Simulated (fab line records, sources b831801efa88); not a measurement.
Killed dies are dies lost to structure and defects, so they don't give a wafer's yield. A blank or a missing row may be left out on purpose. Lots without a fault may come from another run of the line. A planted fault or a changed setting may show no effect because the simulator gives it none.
Chamber matching | flow gf180mcu | GF_V3_CVD_00 on hdpcvd-02: 3 sister chambers
The step deposits SiO2, target thk 600 nm, time 100 s. 3 wafers are shown with their chamber, then 9 later ones without.

WAFERS WITH THEIR CHAMBER
wafer  | chamber | sih4_flow_sccm (sccm)
L472.5 | 1       | 59.71
L477.4 | 2       | 59.66
L477.5 | 0       | 60.04

WAFERS WITHOUT THEIR CHAMBER
wafer  | sih4_flow_sccm (sccm)
L484.3 | 60.10
L484.4 | 59.81
L484.5 | 59.95
L485.3 | 59.76
L485.5 | 59.74
L485.6 | 59.82
L486.2 | 59.95
L486.4 | 60.01
L486.6 | 59.95

WHICH CHAMBER EACH WENT THROUGH
wafer  | from the rows above          | in truth
L484.3 | 0                            | 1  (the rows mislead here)
L484.4 | can't be placed: 1 or 2 or 0 | 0
L484.5 | can't be placed: 0 or 1      | 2
L485.3 | can't be placed: 1 or 2      | 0
L485.5 | can't be placed: 1 or 2      | 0
L485.6 | can't be placed: 1 or 2 or 0 | 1
L486.2 | can't be placed: 0 or 1      | 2
L486.4 | 0                            | 0
L486.6 | can't be placed: 0 or 1      | 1
Placed correctly: 1 of 9. Can't be placed from these rows: 7 (the true chamber is among the candidates in 3). Placed wrongly: 1.
How it was worked out, from the rows above alone: a wafer's distance from a chamber is the root of the sum, over the readings, of the square of ((its reading less the chamber's mean) divided by the reading's scatter). The wafer belongs to the nearest chamber; if the next one is less than 2 further off, it can't be placed. A chamber's mean is the mean of its shown wafers. The scatter: with one shown wafer a chamber, the root of the mean of the squares of how far each hidden wafer lies from its nearest shown one.
